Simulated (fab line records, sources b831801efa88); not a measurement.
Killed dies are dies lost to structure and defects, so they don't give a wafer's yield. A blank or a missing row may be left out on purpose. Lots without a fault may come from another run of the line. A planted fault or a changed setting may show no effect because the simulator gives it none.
Chamber matching | flow gf180mcu | GF_V1_ETCH_16 on rie_diel-02: 4 sister chambers
The step etches BARC in N2/H2. 8 wafers are shown with their chamber, then 7 later ones without.

WAFERS WITH THEIR CHAMBER
wafer  | chamber | drypump_motor_current_A (A) | oes_product_au (a.u.)
L076.4 | 2       | 6.2                         | 0.853
L082.1 | 0       | 5.9                         | 0.856
L082.5 | 0       | 5.9                         | 0.847
L082.6 | 1       | 5.7                         | 0.860
L086.2 | 2       | 6.2                         | 0.855
L086.5 | 3       | 6.1                         | 0.848
L091.1 | 3       | 6.2                         | 0.839
L091.4 | 1       | 5.7                         | 0.857

WAFERS WITHOUT THEIR CHAMBER
wafer  | drypump_motor_current_A (A) | oes_product_au (a.u.)
L091.5 | 5.9                         | 0.853
L092.3 | 6.1                         | 0.853
L092.4 | 5.9                         | 0.857
L092.5 | 6.2                         | 0.856
L094.1 | 6.1                         | 0.856
L094.2 | 6.2                         | 0.859
L094.3 | 5.7                         | 0.860

WHICH CHAMBER EACH WENT THROUGH
wafer  | from the rows above     | in truth
L091.5 | 0                       | 0
L092.3 | can't be placed: 3 or 2 | 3
L092.4 | 0                       | 0
L092.5 | 2                       | 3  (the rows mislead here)
L094.1 | can't be placed: 2 or 3 | 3
L094.2 | 2                       | 2
L094.3 | 1                       | 1
Placed correctly: 4 of 7. Can't be placed from these rows: 2 (the true chamber is among the candidates in 2). Placed wrongly: 1.
How it was worked out, from the rows above alone: a wafer's distance from a chamber is the root of the sum, over the readings, of the square of ((its reading less the chamber's mean) divided by the reading's scatter). The wafer belongs to the nearest chamber; if the next one is less than 2 further off, it can't be placed. A chamber's mean is the mean of its shown wafers. The scatter: the root of (the sum of the squares of (reading less its chamber's mean) over the shown wafers, divided by (wafers less chambers)).
